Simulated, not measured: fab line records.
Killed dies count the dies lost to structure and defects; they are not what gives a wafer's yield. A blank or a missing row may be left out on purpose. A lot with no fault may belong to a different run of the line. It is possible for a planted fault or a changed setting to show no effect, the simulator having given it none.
Comparing a struck lot with a sound one :: flow sky130 :: 15 steps out of a route of 708
Sound: the wafers L349.2, L349.3, L349.6. Wafers struck: L358.2, L358.3, L358.4. The cause comes at the end.
Order at every step that has rows: each side's tool, ch and its chambers, its first start. Under that, the readings that differ: sound wafers :: struck wafers :: difference of the means :: sigmas: that difference in standard deviations of wafers without a fault.
alike: same words and numbers on both sides, and readings whose means sit less than 2 such deviations apart. not compared: any withheld reading, any reading some wafer has no value for, any bound like >300 that may hide the same value, and any number with overlapping values for which the record gives no deviation.
A row with sigmas, a row that says differs or no value, or rows on one side alone: a step with any of these is where the two part. Numbers that don't overlap but have no deviation are shown without sigmas and don't part them. A reading that every wafer of one side lacks parts them only if that side has two wafers or more.

first, 3 steps without rows for these wafers: SKY_FIELD_ISO_EXPOSE_10 (exposes mask FOM, target cd 150 nm); SKY_FIELD_ISO_PEB_11; SKY_FIELD_ISO_DEVELOP_12 (develop time 60 s).
SKY_FIELD_ISO_CD_MEAS_13 targets a cd of 150 nm.
  sound: cdSem-02 at day 4 20:38; struck: cdSem-01 at day 6 18:44
  alike: cdNm
SKY_FIELD_ISO_ETCH_14: etches BARC in N2/H2, stops on SiO2, time 45.9 s, target depth 60 nm.
  sound on rieDiel-03 ch 1,2,3, day 4 20:44; struck on rieDiel-03 ch 1,2,3, day 6 18:50
  alike: drypumpMotorCurrentA, oesProductAu, rfFwdPowerW, throttleValvePct
  not compared: rfHoursCounterH
SKY_FIELD_ISO_ETCH_15: etches the open film in CHF3/O2, stops on Si, target depth 180 nm, time 72 s.
  sound on rieDiel-03 ch 1,2,3, day 4 20:46; struck on rieDiel-03 ch 1,2,3, day 6 18:52
  alike: drypumpMotorCurrentA, oesProductAu, rfFwdPowerW, throttleValvePct
  not compared: rfHoursCounterH
SKY_FIELD_ISO_STRIP_16: strips in O2/N2.
  sound on plasmaAsher-02 ch 0,1, day 4 20:50; struck on plasmaAsher-04 ch 0,1, day 6 18:56
  alike: drypumpMotorCurrentA, oesProductAu, stripTimeToEndpointS
  not compared: rfHoursCounterH
SKY_FIELD_ISO_ETCH_17: etches Si in HBr/Cl2/O2, target depth 342 nm, time 97.7 s.
  sound on rieSi-01 ch 0,2, day 4 20:56; struck on rieSi-02 ch 1,3, day 6 19:02
  alike: drypumpMotorCurrentA, heBacksideLeakSccm, oesProductAu, rfFwdPowerW, throttleValvePct
  not compared: rfHoursCounterH
then, 4 steps without rows for these wafers: SKY_FIELD_ISO_WET_ETCH_18 (etches Si3N4 in H3PO4, target depth 25 nm, time 286 s); SKY_FIELD_ISO_CLEAN_19 (cleans in SC1/SC2, time 150 s); SKY_FIELD_ISO_CLEAN_20 (cleans in dHF, time 20 s); SKY_FIELD_ISO_WET_ETCH_21 (etches SiO2 in dHF, target depth 20 nm, time 400 s).
SKY_FIELD_ISO_OXIDATION_22: stabilise 600 s, purge 300 s, target thk 10 nm.
  sound on furnace-02 ch 0, day 4 22:40; struck on furnace-02 ch 0, day 6 20:41
reading: spikeTcBottomC (C)
sound: 966.9 966.0 967.4
struck: 1009.8 1009.3 1008.4
difference: +42.4
sigmas: +42

reading: spikeTcCentreC (C)
sound: 949.8 951.1 950.1
struck: 994.6 993.0 993.4
difference: +43.3
sigmas: +39

reading: spikeTcLowerC (C)
sound: 951.0 951.5 950.2
struck: 992.5 994.9 992.6
difference: +42.4
sigmas: +39

reading: spikeTcTopC (C)
sound: 961.3 961.2 961.8
struck: 1005.6 1006.2 1002.6
difference: +43.4
sigmas: +31

reading: spikeTcUpperC (C)
sound: 950.2 947.9 950.1
struck: 991.5 990.9 992.6
difference: +42.3
sigmas: +44

reading: tubeCenterTempC (C)
sound: 950.02 949.96 950.02
struck: 992.92 992.94 993.16
difference: +43.01
sigmas: +99 or more

reading: tube_center_temp_C_max
sound: 952.5 952.8 952.2
struck: 995.6 995.0 995.4
difference: +42.8
sigmas: +99 or more

reading: zonePowerLowerPct (%)
sound: 20.8 20.4 20.4
struck: 23.0 23.1 22.6
difference: +2.4
sigmas: +3

reading: zonePowerTopPct (%)
sound: 37.5 37.8 37.2
struck: 39.2 39.6 40.1
difference: +2.1
sigmas: +4

reading: model.SiO2_of_FIELD_ISO_OXIDATION_22.thkNm (nm)
sound: 9.606 9.707 9.861
struck: 16.58 16.66 16.53
difference: +6.87
sigmas: 
SKY_FIELD_ISO_THK_MEAS_23:
  sound: filmMetro-04 at day 4 23:51; struck: filmMetro-01 at day 6 22:06
reading: FIELD_ISO_OXIDATION_01_THK (nm)
sound: 9.65 9.69 9.85
struck: 16.53 16.67 16.56
difference: +6.86
sigmas: +36
  not compared: hold
-- a jump in the record: the struck wafers' starts before and after are 44 days apart (it breaks off in module FIELD_ISO and resumes in module PAD_OPEN, where the first step shown is number 708 of the route) --
SKY_PAD_OPEN_PROBE_99:
  sound: prober-01 at day 48 20:29; struck: prober-02 at day 50 13:50
reading: model.etest.sramNfetPass.offLog10AUm
sound: -12.58 -12.46 -12.6
struck: -13.04 -13.01 -13.21
difference: -0.54
sigmas: 

reading: model.etest.diodeNdiffFingers.leakLog10ACm2
sound: -6.752 -6.652 -6.439
struck: -7.073 -7.18 -7.022
difference: -0.477
sigmas: 

reading: model.etest.diodePdiffFingers.leakLog10ACm2
sound: -6.722 -6.731 -6.452
struck: -6.993 -6.917 -6.987
difference: -0.331
sigmas: 

reading: model.etest.sramNfetPass.vtSatV (V)
sound: 0.5554 0.5563 0.5561
struck: 0.5923 0.5753 0.6168
difference: +0.0389
sigmas: 

reading: model.etest.sramNfetPass.vtV (V)
sound: 0.6536 0.6584 0.6519
struck: 0.692 0.6766 0.7152
difference: +0.040
sigmas: 
  alike: killed_at_M0_to_M3, killed_at_M4_up, killedAtContacts, killedAtFrontEnd, killedAtOther, killedDies, killedOpen, killedShort

WHERE THEY PART
First at SKY_FIELD_ISO_OXIDATION_22; last, within this record, at SKY_FIELD_ISO_THK_MEAS_23. Later steps at which nothing parts them and some readings are alike: SKY_PAD_OPEN_PROBE_99.

WHY: what the simulator had put in
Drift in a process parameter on furnace-02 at SKY_FIELD_ISO_OXIDATION_22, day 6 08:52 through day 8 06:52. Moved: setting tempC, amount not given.
